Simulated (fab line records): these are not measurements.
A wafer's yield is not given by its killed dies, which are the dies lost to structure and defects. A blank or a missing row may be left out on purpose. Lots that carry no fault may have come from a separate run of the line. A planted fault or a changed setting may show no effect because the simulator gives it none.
2 desks, one fault | flow sky130 | only its own numbers are on each desk; what lay behind them is given at the end

AT THE TOOL OWNER'S DESK: furnace-01
The tool's own readings at SKY_SONOS_ONO_OXIDATION_00 (stabilise 600 s, purge 300 s, target thk 2.6 nm): means of the sampled wafers that have a number, for each lot that ran on this tool. The brackets show how far a lot's mean lies from the usual mean; more than 4 standard deviations puts the lot out of limits, marked OUT. It has 8 readings, of which 7 appear: the earliest out of limits, and the ones furthest out on some lot.
Columns: A = spike tc bottom C at SKY_SONOS_ONO_OXIDATION_00, usual 820.6 C; B = spike tc centre C at SKY_SONOS_ONO_OXIDATION_00, usual 800.9 C; C = spike tc lower C at SKY_SONOS_ONO_OXIDATION_00, usual 801.8 C; D = spike tc top C at SKY_SONOS_ONO_OXIDATION_00, usual 813 C; E = spike tc upper C at SKY_SONOS_ONO_OXIDATION_00, usual 801.2 C; F = tube center temp C at SKY_SONOS_ONO_OXIDATION_00, usual 800.01 C; G = tube_center_temp_C_max at SKY_SONOS_ONO_OXIDATION_00, usual 802.04
lot  | first seen here | A                | B                | C                | D   | E                | F                | G
L307 | day 11 19:41    | 820.4            | 802.1            | 801.0            | 808 | 802.4            | 800.00           | 802.12
L309 | day 12 04:23    | 819.8            | 801.4            | 801.4            | 808 | 801.6            | 800.08           | 801.95
L310 | day 12 18:42    | 820.4            | 801.6            | 801.8            | 808 | 802.3            | 800.06           | 801.97
L311 | day 13 06:44    | 819.7            | 801.8            | 802.8            | 808 | 802.7            | 800.04           | 802.07
L315 | day 14 09:38    | 813.4 (-7.5) OUT | 795.1 (-5.8) OUT | 795.5 (-5.7) OUT | 801 | 795.9 (-4.1) OUT | 793.50 (-97) OUT | 795.61 (-22) OUT
L316 | day 14 17:23    | 814.1 (-6.8) OUT | 795.0 (-5.9) OUT | 794.9 (-6.3) OUT | 801 | 795.5 (-4.4) OUT | 793.43 (-98) OUT | 795.38 (-23) OUT
L326 | day 18 08:56    | 819.6            | 802.1            | 802.5            | 807 | 802.7            | 800.00           | 802.10
L327 | day 18 14:56    | 821.5            | 801.3            | 802.0            | 808 | 801.0            | 800.03           | 801.93
Finding of this desk: L315, L316 out of limits; the first was L315 at day 14 09:38, on spike tc bottom C at SKY_SONOS_ONO_OXIDATION_00. L307, L309, L310, L311, L326, L327 stayed within limits.

THE METROLOGY DESK
What the gauges read for every lot (on any tool): the sampled wafers with a number, averaged. The brackets show how far a lot's mean lies from the usual mean; more than 4 standard deviations puts the lot out of limits, marked OUT.
Columns: A = SONOS_ONO_OXIDATION_THK at SKY_SONOS_ONO_THK_MEAS_01, usual 2.59 nm; B = cd nm at SKY_METAL2_CD_MEAS_15, usual 139.8 nm
lot  | first seen here | A               | B
L306 | day 11 09:58    | 2.59            | 138.6
L307 | day 11 21:02    | 2.52            | 139.8
L309 | day 12 05:44    | 2.57            | 139.9
L310 | day 12 20:04    | 2.67            | 140.5
L311 | day 13 08:04    | 2.52            | 139.6
L315 | day 14 10:59    | 2.39            | 137.2
L316 | day 14 18:45    | 2.27 (-5.4) OUT | 138.0
L317 | day 15 07:05    | 2.70            | 140.1
L323 | day 17 05:34    | 2.63            | 141.2
L326 | day 18 10:18    | 2.65            | 140.8
L327 | day 18 16:16    | 2.60            | 140.6
L329 | day 19 09:40    | 2.62            | 138.3
This desk finds L316 out of limits, with the earliest case on L316 at day 14 18:45 (SONOS_ONO_OXIDATION_THK at SKY_SONOS_ONO_THK_MEAS_01). L306, L307, L309, L310, L311, L315, L317, L323, L326, L327, L329 stayed within limits.

ALL TOGETHER
The tool owner's desk had the chance to raise an alarm at day 14 09:38 on L315, L316.
Metrology desk: alarm possible at day 14 18:45 on L316.
The metrology desk has L315 on record, within its limits.
Every lot named ran SKY_SONOS_ONO_OXIDATION_00 on furnace-01.

WHAT THE SIMULATOR HAD INSERTED
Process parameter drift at SKY_SONOS_ONO_OXIDATION_00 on furnace-01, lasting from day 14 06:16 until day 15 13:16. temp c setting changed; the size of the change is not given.
Struck lots among those shown: L315, L316.
Delay (hours) between the fault's onset and each desk's first out-of-limits reading: 3 at the tool owner's desk, 12 at the metrology desk.
